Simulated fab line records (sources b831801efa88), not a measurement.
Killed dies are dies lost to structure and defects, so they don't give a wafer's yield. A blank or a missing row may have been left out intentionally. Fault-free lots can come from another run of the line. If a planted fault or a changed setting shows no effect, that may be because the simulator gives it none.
8D (eight disciplines) problem report, filled in by code | flow sky130 | the parts of the form that need people (team, actions taken, sign-off) are left out

== 1. THE ISSUE ==
Mean of dose_ions_cm2 at SKY_NWELL_IMPLANT_24: 9.9e+12 across 6 wafers in 2 lots; on wafers with no fault it is 9.2e+12 (standard deviation 9.5e+09). Relative to the usual mean, that is a shift of +76 standard deviations.
Seen first at day 8 16:26 on implanter-02, wafer L501.3. The record has a number at this step for 42 wafers belonging to 14 lots. Rule for "out", or "out of limits": more than 4 standard deviations from the usual mean. The other wafers with a number count as sound.

== 2. WHAT IT IS AND WHAT IT IS NOT ==
question                    | is                     | is not
which readings at this step | dose_ions_cm2          | -
which lots                  | L501, L502             | L489, L491, L492, L493, L494, L495, L496, L498, L499, L507, L509, L511
which wafers of those lots  | all that have a number | -
read on which tools         | implanter-02           | implanter-03, implanter-04
when                        | from day 8 16:26       | up to then (27 sound wafers); but 9 sound wafers of L507, L509, L511 came after

== 3. SUSPECTS, AND WHAT RULES EACH OUT ==
Counting: a tool stays on the suspect list if, at a process step up to the reading, it processed all lots that are out and no sound lot following the first of them.
- implanter-02 at SKY_NWELL_IMPLANT_24: kept. It processed each lot that is out, first L501 at day 8 16:26, and no sound lot thereafter; up to then, the last sound lot it processed was L498 at day 7 19:34. Out on those wafers are its own readings of dose_ions_cm2.
Left after counting: implanter-02 at SKY_NWELL_IMPLANT_24.

== 4. THE CAUSE (what the simulator had put in) ==
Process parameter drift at SKY_NWELL_IMPLANT_24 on implanter-02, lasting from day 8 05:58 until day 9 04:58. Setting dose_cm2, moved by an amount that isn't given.
The count eliminated every tool but this one.

== 5. SEQUENCE OF EFFECTS, ordered by route ==
Each row: a reading whose mean over the struck wafers that have a number lies more than 3 standard deviations from the usual. Only readings whose record carries a usual standard deviation are examined. hours: median over the lots of the time between each lot's start at the first step of this table that gives one and its start at this step. sigmas: the change, counted in usual standard deviations.
hours | step                 | reading            | usual   | on struck wafers | change   | sigmas
0     | SKY_NWELL_IMPLANT_24 | dose_ions_cm2      | 9.2e+12 | 9.9e+12          | +7.2e+11 | +76
0     | SKY_NWELL_IMPLANT_24 | faraday_current_uA | 51.9    | 55.8             | +3.9     | +3.5
Here are the process steps it includes:
- SKY_NWELL_IMPLANT_24
At these later measuring or inspecting steps, every struck wafer for which the step has a row has a number for every such reading, and none has moved that far: SKY_VT_ADJUST_NCORE_OVL_MEAS_08, SKY_SONOS_ONO_CD_MEAS_13.

== 6. WHAT WOULD HAVE CAUGHT IT SOONER ==
10 hours passed between the start of the fault at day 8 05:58 and the first reading out of limits in this record, taken at day 8 16:26.
